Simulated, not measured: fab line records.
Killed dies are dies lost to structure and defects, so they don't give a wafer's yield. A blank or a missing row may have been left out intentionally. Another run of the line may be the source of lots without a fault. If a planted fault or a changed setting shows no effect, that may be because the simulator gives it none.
2 desks, one fault :: flow sfq_line :: each desk has only its own numbers; what lay behind them comes last

## TOOL OWNER'S DESK, rie_diel-04
The tool's own readings at SFQ_TRILAYER_I2_VIA_ETCH_VIA_ETCH_070 (etches SiO2 in CHF3, stops on Nb, target depth 260 nm): means of the sampled wafers that have a number, for each lot that ran on this tool. Marked OUT: a lot whose mean sits more than 4 standard deviations from the usual mean, which makes it out of limits; the brackets give that distance.
Columns: A = bias_w at SFQ_TRILAYER_I2_VIA_ETCH_VIA_ETCH_070, usual 80.05 W; B = chamber_pressure_mTorr at SFQ_TRILAYER_I2_VIA_ETCH_VIA_ETCH_070, usual 29.999 mTorr; C = drypump_motor_current_A at SFQ_TRILAYER_I2_VIA_ETCH_VIA_ETCH_070, usual 5.6 A; D = oes_product_au at SFQ_TRILAYER_I2_VIA_ETCH_VIA_ETCH_070, usual 0.856 a.u.; E = rf_fwd_power_W at SFQ_TRILAYER_I2_VIA_ETCH_VIA_ETCH_070, usual 498.1 W
lot: L485
first seen here: day 23 15:28
A: 80.07
B: 30.020
C: 5.9
D: 0.859
E: 498.0

lot: L490
first seen here: day 26 19:02
A: 80.12
B: 30.022
C: 5.7
D: 0.858
E: 579.6 (+51) OUT

lot: L491
first seen here: day 26 23:50
A: 79.97
B: 30.026
C: 5.6
D: 0.854
E: 578.9 (+51) OUT
This desk finds L490, L491 out of limits, L490 being first, at day 26 19:02 (rf_fwd_power_W at SFQ_TRILAYER_I2_VIA_ETCH_VIA_ETCH_070). L485 stayed within limits.

## FROM THE METROLOGY DESK
Lot by lot, what the gauges showed, no matter which tool ran the lot: averages of those sampled wafers that carry a number. Marked OUT: a lot whose mean sits more than 4 standard deviations from the usual mean, which makes it out of limits; the brackets give that distance.
Columns: A = I2_BOW at SFQ_I2_BOW_MEAS_917, usual 1 um; B = I2_OVL at SFQ_I2_OVL_MEAS_918, usual 3 nm
lot: L480
first seen here: day 18 21:16
A: -1
B: 10

lot: L485
first seen here: day 21 01:01
A: 4
B: 9

lot: L490
first seen here: day 23 15:19
A: 3
B: -1

lot: L491
first seen here: day 23 21:19
A: -8
B: 0

lot: L492
first seen here: day 24 08:50
A: -16
B: 4

lot: L498
first seen here: day 26 18:40
A: -3
B: -2
This desk found nothing out of limits on any of the 6 lots.

## PUT TOGETHER
The tool owner's desk could have raised an alarm at day 26 19:02, on L490, L491.
From the metrology desk's view, nothing was out of limits.
The metrology desk holds a record of L490, L491, inside its limits.
The lots listed all ran SFQ_TRILAYER_I2_VIA_ETCH_VIA_ETCH_070 on rie_diel-04.

## WHAT THE SIMULATOR HAD PUT IN
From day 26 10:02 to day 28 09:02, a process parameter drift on rie_diel-04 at SFQ_TRILAYER_I2_VIA_ETCH_VIA_ETCH_070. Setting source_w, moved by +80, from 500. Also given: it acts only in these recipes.
Lots struck among those shown: L490, L491.
Hours from the fault's start to each desk's first reading out of limits: the tool owner's desk, 9.
